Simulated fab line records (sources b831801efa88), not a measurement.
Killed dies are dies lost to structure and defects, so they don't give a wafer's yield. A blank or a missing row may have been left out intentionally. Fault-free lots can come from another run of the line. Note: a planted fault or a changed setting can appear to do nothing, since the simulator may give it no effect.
fab line records	flow sky130
record lots=11	wafers=33	lastDay=50
route steps=708 shown LOCAL_INTERCONNECT@398 CONTACT@411 METAL2@501 CAP2M@603 METAL4@633 PAD_OPEN@708
lots that met no fault: taken from a fault-free run of the same line
startH: hours from the record's first day to the start of the lot's first wafer shown	waitH: how many hours have passed since the lot's step before this one	" unchanged from the row above	L1.1+2: a single row standing in for several wafers	- no value present, or no start provided	* or withheld: withheld	< > ~ a bound
route shown NAME@n: NAME is a module with steps in the file, n the number in the route of the first one	usual: mean/standard deviation of fault-free wafers	same: alike in all rows	chamber/n: place in a boat	sites: each site's reading	_std_site: how widely they spread, as a standard deviation	_edge_site: the outer-site mean with the inner-site mean subtracted	radiusMm: for every site, how far away it sits from the centre of the wafer	mask NAME#n: copy n	behind: the most recent tool/chamber to have shaped the wafer	hold: cause of the lot's hold/its duration in hours/its outcome	device: transistor that didn't switch, given as n, p or np	end of line: the route-end tests of the same wafers	a step without rows: its recipe alone	killed: dies that structure and defects cost at the first sort, which is not the same as the wafer's yield	map: the dies of a wafer, with x for killed, . for not killed, _ for no die there
set.NAME: setting as actually run; set.NAME@STEP: the setting as run at that earlier step	model.NAME: the simulator's own value behind a step, which no gauge read
steps of the route over a sample of lots; a table a step, a row a wafer
services: when a tool's chamber went out of use (startH, in hours from the record's first day, below 0 if earlier), for how many hours, and the reason
## steps
# step SKY_LOCAL_INTERCONNECT_CD_MEAS_11
# recipe targetCdNm=170
# usual cdNm=169.4/1.7
lot.wafer	tool	chamber	startH	waitH	cdNm
L929.1	cdSem-02	-	706.63	-	167.0
L929.2	"	-	"	"	167.9
L929.3	"	-	"	"	167.5
L930.1	cdSem-01	-	713.14	-	169.4
L930.2	"	-	"	"	168.9
L930.6	"	-	"	"	169.6
L931.3	cdSem-02	-	731.06	-	168.2
L931.4	"	-	"	"	170.8
L931.5	"	-	"	"	169.9
L934.3	cdSem-02	-	754.33	-	168.3
L934.4	"	-	"	"	168.0
L934.6	"	-	"	"	168.8
L935.3	cdSem-02	-	755.86	-	167.9
L935.5	"	-	"	"	168.8
L935.6	"	-	"	"	168.2
L938.2	cdSem-01	-	777.31	-	169.7
L938.3	"	-	"	"	168.9
L938.5	"	-	"	"	170.1
L941.2	cdSem-02	-	807.01	-	169.8
L941.3	"	-	"	"	170.5
L941.4	"	-	"	"	169.5
L943.1	cdSem-02	-	815.12	-	171.4
L943.4	"	-	"	"	171.1
L943.6	"	-	"	"	171.5
L945.1	cdSem-02	-	829.29	-	167.1
L945.2	"	-	"	"	167.8
L945.5	"	-	"	"	168.9
L948.3	cdSem-02	-	852.93	-	164.0
L948.4	"	-	"	"	163.9
L948.5	"	-	"	"	165.4
L952.1	cdSem-01	-	879.04	-	167.3
L952.3	"	-	"	"	167.4
L952.6	"	-	"	"	167.4
# step SKY_CONTACT_BOW_MEAS_05
# recipe mode=bow
# usual CONTACT_BOW=83/6.5
lot.wafer	tool	chamber	startH	waitH	CONTACT_BOW[um]
L929.1	filmMetro-01	-	708.35	0.2	85
L929.2	"	-	"	"	80
L929.3	"	-	"	"	87
L930.1	filmMetro-02	-	714.52	0.1	83
L930.2	"	-	"	"	86
L930.6	"	-	"	"	78
L931.3	filmMetro-01	-	732.58	0.2	92
L931.4	"	-	"	"	80
L931.5	"	-	"	"	78
L934.3	filmMetro-03	-	755.81	0.2	81
L934.4	"	-	"	"	85
L934.6	"	-	"	"	89
L935.3	filmMetro-03	-	757.49	0.1	84
L935.5	"	-	"	"	87
L935.6	"	-	"	"	88
L938.2	filmMetro-02	-	778.69	0.2	79
L938.3	"	-	"	"	90
L938.5	"	-	"	"	88
L941.2	filmMetro-02	-	808.40	0.3	78
L941.3	"	-	"	"	86
L941.4	"	-	"	"	77
L943.1	filmMetro-02	-	816.55	0.2	90
L943.4	"	-	"	"	82
L943.6	"	-	"	"	84
L945.1	filmMetro-03	-	830.77	0.2	80
L945.2	"	-	"	"	87
L945.5	"	-	"	"	87
L948.3	filmMetro-01	-	854.32	0.2	79
L948.4	"	-	"	"	90
L948.5	"	-	"	"	70
L952.1	filmMetro-02	-	880.43	0.1	81
L952.3	"	-	"	"	94
L952.6	"	-	"	"	86
# step SKY_METAL2_ETCH_18
# recipe chemistry=N2/H2	target=BARC	ionEnergyEv=200	biasW=100	pressureMtorr=30	n2FlowSccm=100	h2FlowSccm=200	icpW=500	stopOn=SiO2	timeS=45.9	targetDepthA=600
# usual biasW=100.01/0.29	drypumpMotorCurrentA=5.5/0.31	oesProductAu=0.854/0.0045	throttleValvePct=13.225/0.0083
lot.wafer	tool	chamber	startH	waitH	biasW	drypumpMotorCurrentA	oesProductAu	rfHoursCounterH	throttleValvePct
L929.1	rieMetal-01	0	820.92	0.0	100.02	6.2	0.851	7	13.234
L929.2	"	1	"	"	99.84	5.1	0.849	8	13.226
L929.3	"	0	"	"	100.11	6.2	0.857	-	13.214
L930.1	rieMetal-04	0	826.96	0.0	100.23	5.5	0.848	17	13.217
L930.2	"	1	"	"	99.73	5.5	0.853	16	13.223
L930.6	"	0	"	"	99.93	5.5	0.861	-	13.237
L931.3	rieMetal-04	0	843.93	0.0	99.82	5.5	0.855	-	13.232
L931.4	"	1	"	"	99.99	5.5	0.852	-	13.231
L931.5	"	0	"	"	99.98	5.5	0.852	-	13.235
L934.3	rieMetal-02	0	866.64	0.0	99.82	5.7	0.859	-	13.225
L934.4	"	1	"	"	99.82	5.3	0.856	-	13.227
L934.6	"	0	"	"	99.61	5.7	0.861	-	13.239
L935.3	rieMetal-01	0	868.85	0.0	99.83	6.2	0.850	-	13.218
L935.5	"	0	"	"	100.06	6.2	0.860	-	13.240
L935.6	"	1	"	"	99.67	5.0	0.849	-	13.224
L938.2	rieMetal-02	1	888.72	0.0	100.03	5.3	0.855	4	13.220
L938.3	"	0	"	"	99.52	5.8	0.848	-	13.214
L938.5	"	1	"	"	100.22	5.3	0.851	-	13.219
L941.2	rieMetal-04	1	918.38	0.0	100.12	5.5	0.852	0	13.240
L941.3	"	1	"	"	100.09	5.5	0.854	-	13.218
L941.4	"	0	"	"	99.81	5.5	0.862	-	13.226
L943.1	rieMetal-01	0	925.02	0.0	99.39	6.2	0.851	12	13.223
L943.4	"	0	"	"	99.27	6.2	0.847	-	13.208
L943.6	"	1	"	"	99.77	5.1	0.850	-	13.218
L945.1	rieMetal-02	0	938.71	0.0	100.03	5.8	0.850	16	13.231
L945.2	"	1	"	"	100.03	5.3	0.855	6	13.224
L945.5	"	0	"	"	100.32	5.8	0.844	-	13.220
L948.3	rieMetal-01	1	960.24	0.0	100.27	5.1	0.858	-	13.222
L948.4	"	0	"	"	99.88	6.2	0.850	-	13.231
L948.5	"	0	"	"	100.16	6.2	0.860	-	13.212
L952.1	rieMetal-04	1	983.71	0.0	100.38	5.5	0.862	4	13.233
L952.3	"	1	"	"	100.35	5.5	0.852	-	13.225
L952.6	"	1	"	"	100.14	5.5	0.848	-	13.229
# step SKY_CAP2M_CVD_00
# recipe material=SiO2	targetThkNm=15.5	tempC=400	timeS=withheld	rfW=450
# usual heaterPowerW=663/110
lot.wafer	tool	chamber	startH	waitH	heaterPowerW
L929.1	pecvd-01	0	930.53	0.0	462
L929.2	"	2	"	"	714
L929.3	"	2	"	"	716
L930.1	pecvd-02	2	936.30	0.0	545
L930.2	"	0	"	"	937
L930.6	"	0	"	"	944
L931.3	pecvd-03	2	951.80	0.0	755
L931.4	"	2	"	"	755
L931.5	"	0	"	"	696
L934.3	pecvd-01	2	973.12	0.0	677
L934.4	"	1	"	"	605
L934.6	"	2	"	"	676
L935.3	pecvd-02	0	974.81	0.0	882
L935.5	"	2	"	"	579
L935.6	"	0	"	"	900
L938.2	pecvd-03	2	992.77	0.0	752
L938.3	"	1	"	"	599
L938.5	"	0	"	"	696
L941.2	pecvd-02	0	1020.74	0.0	928
L941.3	"	1	"	"	622
L941.4	"	0	"	"	938
L943.1	pecvd-03	2	1025.70	0.0	750
L943.4	"	1	"	"	635
L943.6	"	2	"	"	741
L945.1	pecvd-03	2	1037.21	0.0	722
L945.2	"	0	"	"	721
L945.5	"	1	"	"	611
L948.3	pecvd-03	2	1057.85	0.0	641
L948.4	"	2	"	"	632
L948.5	"	0	"	"	719
L952.1	pecvd-01	1	1078.64	0.0	707
L952.3	"	0	"	"	483
L952.6	"	0	"	"	478
# step SKY_CAP2M_THK_MEAS_01
# recipe reads=SiO2_of_CAP2M_CVD_00
# usual CAP2M_CVD_00_THK=15.51/0.26
lot.wafer	tool	chamber	startH	waitH	CAP2M_CVD_00_THK[nm]
L929.1	filmMetro-04	-	930.56	-	15.33
L929.2	"	-	"	"	15.06
L929.3	"	-	"	"	15.64
L930.1	filmMetro-01	-	936.32	-	15.86
L930.2	"	-	"	"	15.72
L930.6	"	-	"	"	15.73
L931.3	filmMetro-01	-	951.84	-	15.48
L931.4	"	-	"	"	15.92
L931.5	"	-	"	"	15.85
L934.3	filmMetro-03	-	973.16	-	15.75
L934.4	"	-	"	"	15.54
L934.6	"	-	"	"	15.76
L935.3	filmMetro-01	-	974.85	-	15.25
L935.5	"	-	"	"	15.74
L935.6	"	-	"	"	15.41
L938.2	filmMetro-01	-	992.80	-	15.21
L938.3	"	-	"	"	15.29
L938.5	"	-	"	"	15.43
L941.2	filmMetro-01	-	1020.77	-	15.31
L941.3	"	-	"	"	15.63
L941.4	"	-	"	"	15.69
L943.1	filmMetro-04	-	1025.72	-	15.44
L943.4	"	-	"	"	15.47
L943.6	"	-	"	"	15.74
L945.1	filmMetro-03	-	1037.23	-	15.55
L945.2	"	-	"	"	15.50
L945.5	"	-	"	"	10.23
L948.3	filmMetro-01	-	1057.89	-	15.47
L948.4	"	-	"	"	15.62
L948.5	"	-	"	"	9.64
L952.1	filmMetro-01	-	1078.67	-	14.78
L952.3	"	-	"	"	15.53
L952.6	"	-	"	"	15.56
# step SKY_METAL4_ETCH_17
# recipe target=SiO2	stopOn=TiN	chemistry=C4F8/O2/Ar	sourceW=1500	biasW=1200	pressureMtorr=40	c4f8FlowSccm=withheld	O2_flow_sccm=6	Ar_flow_sccm=300	timeS=3.9	targetDepthA=150
# usual biasW=1200/3.7	oesProductAu=0.755/0.0073
lot.wafer	tool	chamber	startH	waitH	biasW	oesProductAu	rfHoursCounterH
L929.1	rieDiel-03	2	980.30	0.1	1195	0.751	3
L929.2	"	1	"	"	1204	0.739	21
L929.3	"	0	"	"	1203	0.755	9
L930.1	rieDiel-03	1	985.08	0.1	1203	0.763	21
L930.2	"	0	"	"	1198	0.761	9
L930.6	"	3	"	"	1202	0.763	-
L931.3	rieDiel-01	1	998.85	0.0	1198	0.754	5
L931.4	"	3	"	"	1199	0.767	10
L931.5	"	2	"	"	1197	0.758	-
L934.3	rieDiel-02	0	1020.35	0.0	1202	0.764	21
L934.4	"	2	"	"	1197	0.764	8
L934.6	"	1	"	"	1193	0.756	-
L935.3	rieDiel-02	1	1021.50	0.0	1205	0.747	15
L935.5	"	1	"	"	1202	0.753	-
L935.6	"	2	"	"	1197	0.762	-
L938.2	rieDiel-02	3	1039.85	0.1	1197	0.746	14
L938.3	"	1	"	"	1205	0.760	16
L938.5	"	1	"	"	1206	0.758	-
L941.2	rieDiel-02	2	1065.66	0.1	1202	0.745	9
L941.3	"	3	"	"	1204	0.759	15
L941.4	"	1	"	"	1199	0.762	17
L943.1	rieDiel-02	1	1070.63	0.1	1204	0.752	17
L943.4	"	2	"	"	1201	0.755	9
L943.6	"	2	"	"	1205	0.759	-
L945.1	rieDiel-01	0	1081.32	0.1	1203	0.759	17
L945.2	"	1	"	"	1203	0.761	8
L945.5	"	0	"	"	1201	0.629	-
L948.3	rieDiel-01	0	1101.30	0.0	1201	0.762	17
L948.4	"	3	"	"	1204	0.760	13
L948.5	"	2	"	"	1195	0.619	-
L952.1	rieDiel-03	3	1120.61	0.1	1205	0.742	23
L952.3	"	0	"	"	1199	0.763	14
L952.6	"	0	"	"	1200	0.757	-
# step SKY_PAD_OPEN_PROBE_99
# usual defectLimitedYield=82.5/1.7	killed_at_M0_to_M3=42/6.1	killed_at_M4_up=3.1/1.7	killedAtContacts=24/5.5	killedAtFrontEnd=16/4.1	killedAtOther=0.3/0.57	killedDies=86/8.2	killedOpen=47/6.8	killedShort=38/5.8
# same grossDies=492	killedAtBackSide=0
lot.wafer	tool	chamber	startH	waitH	defectLimitedYield[%]	killed_at_M0_to_M3	killed_at_M4_up	killedAtContacts	killedAtFrontEnd	killedAtOther	killedDies	killedOpen	killedShort
L935.3	prober-02	-	1113.61	0.2	83.3	42	4	21	15	0	82	44	37
L935.5	prober-02	-	1113.71	0.2	81.3	46	5	20	21	0	92	47	45
L935.6	prober-02	-	1113.76	0.2	78.5	41	6	43	16	0	106	59	46
L941.2	prober-02	-	1150.91	0.1	80.9	48	2	15	29	0	94	53	39
L941.3	prober-02	-	1150.96	0.2	83.5	30	3	33	15	0	81	44	36
L941.4	prober-02	-	1151.01	0.2	82.3	44	1	24	17	1	87	48	39
L943.1	prober-02	-	1156.23	0.1	83.5	43	3	17	18	0	81	46	35
L943.4	prober-02	-	1156.38	0.2	82.5	53	2	15	16	0	86	50	36
L943.6	prober-02	-	1156.48	0.2	82.3	51	3	17	16	0	87	41	46
L945.1	prober-02	-	1164.83	0.1	82.7	39	2	25	19	0	85	50	35
L945.2	prober-02	-	1164.88	0.1	81.3	47	5	21	19	0	92	55	37
L945.5	prober-02	-	1165.03	0.2	82.5	48	5	17	16	0	86	41	44
# killed by level:class
L935.3 VIA1:geometricParticle:open=9 VIA3:geometricParticle:open=9 METAL1:geometricParticle:short=8 CONTACT:geometricParticle:open=7 METAL2:geometricParticle:short=5 LOCAL_INTERCONNECT:geometricParticle:short=5 POLY_GATE:geometricParticle:open=4 CONTACT:geometricParticle:short=4
L935.5 CONTACT:geometricParticle:open=10 VIA1:geometricParticle:short=9 POLY_GATE:geometricParticle:open=8 LI_CONTACT:geometricParticle:open=7 VIA1:geometricParticle:open=7 VIA3:geometricParticle:open=7 METAL1:geometricParticle:short=6 FIELD_ISO:geometricParticle:short=5
L935.6 CONTACT:geometricParticle:open=14 VIA1:geometricParticle:open=13 LI_CONTACT:geometricParticle:open=12 VIA2:geometricParticle:open=7 LOCAL_INTERCONNECT:geometricParticle:short=7 FIELD_ISO:geometricParticle:short=6 LI_CONTACT:geometricParticle:short=6 METAL4:geometricParticle:short=6
L941.2 VIA2:geometricParticle:open=10 FIELD_ISO:geometricParticle:open=7 VIA3:geometricParticle:open=7 VIA1:geometricParticle:short=7 METAL2:geometricParticle:short=7 FIELD_ISO:geometricParticle:short=6 POLY_GATE:geometricParticle:open=5 CONTACT:geometricParticle:open=4
L941.3 CONTACT:geometricParticle:short=11 CONTACT:geometricParticle:open=11 VIA3:geometricParticle:open=9 FIELD_ISO:geometricParticle:open=6 LI_CONTACT:geometricParticle:open=6 VIA1:geometricParticle:open=6 METAL2:geometricParticle:short=5 VIA1:geometricParticle:short=4
L941.4 VIA1:geometricParticle:open=15 CONTACT:geometricParticle:open=11 VIA3:geometricParticle:open=7 FIELD_ISO:geometricParticle:short=5 POLY_GATE:geometricParticle:open=4 POLY_GATE:geometricParticle:short=4 LI_CONTACT:geometricParticle:open=4 LOCAL_INTERCONNECT:geometricParticle:short=4
L943.1 VIA1:geometricParticle:open=9 FIELD_ISO:geometricParticle:open=8 LI_CONTACT:geometricParticle:open=6 VIA1:geometricParticle:short=5 METAL2:geometricParticle:short=5 CONTACT:geometricParticle:open=4 METAL3:geometricParticle:short=4 POLY_GATE:geometricParticle:open=3
L943.4 VIA1:geometricParticle:open=13 VIA2:geometricParticle:open=12 LI_CONTACT:geometricParticle:open=6 VIA1:geometricParticle:short=6 VIA3:geometricParticle:open=6 METAL2:geometricParticle:short=5 VIA2:geometricParticle:short=5 FIELD_ISO:geometricParticle:short=4
L943.6 VIA1:geometricParticle:short=14 VIA1:geometricParticle:open=10 VIA2:geometricParticle:open=8 METAL1:geometricParticle:short=8 LI_CONTACT:geometricParticle:open=6 FIELD_ISO:geometricParticle:short=5 VIA3:geometricParticle:open=5 FIELD_ISO:geometricParticle:open=4
L945.1 VIA1:geometricParticle:open=12 CONTACT:geometricParticle:open=8 VIA3:geometricParticle:open=8 LI_CONTACT:geometricParticle:open=7 POLY_GATE:geometricParticle:short=6 CONTACT:geometricParticle:short=6 VIA1:geometricParticle:short=6 FIELD_ISO:geometricParticle:open=5
L945.2 VIA1:geometricParticle:open=16 VIA2:geometricParticle:open=11 LI_CONTACT:geometricParticle:open=7 FIELD_ISO:geometricParticle:open=5 FIELD_ISO:geometricParticle:short=4 POLY_GATE:geometricParticle:short=4 CONTACT:geometricParticle:short=4 METAL2:geometricParticle:short=4
L945.5 VIA1:geometricParticle:open=14 CONTACT:geometricParticle:open=7 METAL1:geometricParticle:short=7 VIA2:geometricParticle:open=6 CONTACT:geometricParticle:short=5 VIA2:geometricParticle:short=5 VIA1:geometricParticle:short=5 FIELD_ISO:geometricParticle:short=4
## services
tool	chamber	startH	hours	kind
pecvd-01	2	806.09	6.4	repair
pecvd-02	2	820.77	15.5	repair
rieDiel-02	1	824.85	2.2	repair
rieDiel-01	3	834.81	4.8	repair
pecvd-01	-	840.55	0.5	repair
rieMetal-02	-	851.35	14.6	pm
rieMetal-01	-	854.96	2.8	pm
rieDiel-01	3	862.63	4.5	repair
pecvd-03	-	892.06	3.9	repair
rieDiel-01	2	903.86	1.9	repair
rieDiel-02	-	907.11	3.1	repair
rieDiel-01	0	935.75	3.9	repair
rieMetal-02	0	943.53	19.4	repair
rieDiel-01	1	944.59	4.1	repair
rieDiel-02	1	948.66	23.1	repair
rieDiel-02	0	955.90	5.5	repair
pecvd-01	0	963.49	11.7	repair
rieDiel-01	1	965.38	9.6	repair
rieDiel-03	2	1012.11	2.4	repair
rieDiel-01	2	1016.31	5.4	repair
rieMetal-02	-	1025.07	2.8	pm
rieDiel-02	0	1107.63	2.9	repair
pecvd-03	0	1115.82	2.2	repair
pecvd-03	2	1117.34	5.7	repair
## key
firstSign step=SKY_CAP2M_THK_MEAS_01	reading=CAP2M_CVD_00_THK	direction=down	sigmas=21	usual=15.51	struck=9.94
effect step=SKY_METAL4_ETCH_17	reading=oesProductAu	direction=down	sigmas=18	usual=0.755	struck=0.624
metAt SKY_CAP2M_CVD_00
struckLots L945,L948
struckWafers L945.5,L948.5
notActingAt SKY_LOCAL_INTERCONNECT_CD_MEAS_11,SKY_CONTACT_BOW_MEAS_05,SKY_METAL2_ETCH_18
onsetBetween 1025.70 1037.21
fault kind=processParameterDrift	tool=pecvd-03	chamber=-	onsetH=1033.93	steps=SKY_CAP2M_CVD_00	channel=targetThkNm	offset=-5.4678	shape=step	endH=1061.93	scope=struckWafersOnly	actsIn=theseRecipesOnly	stated=15.5
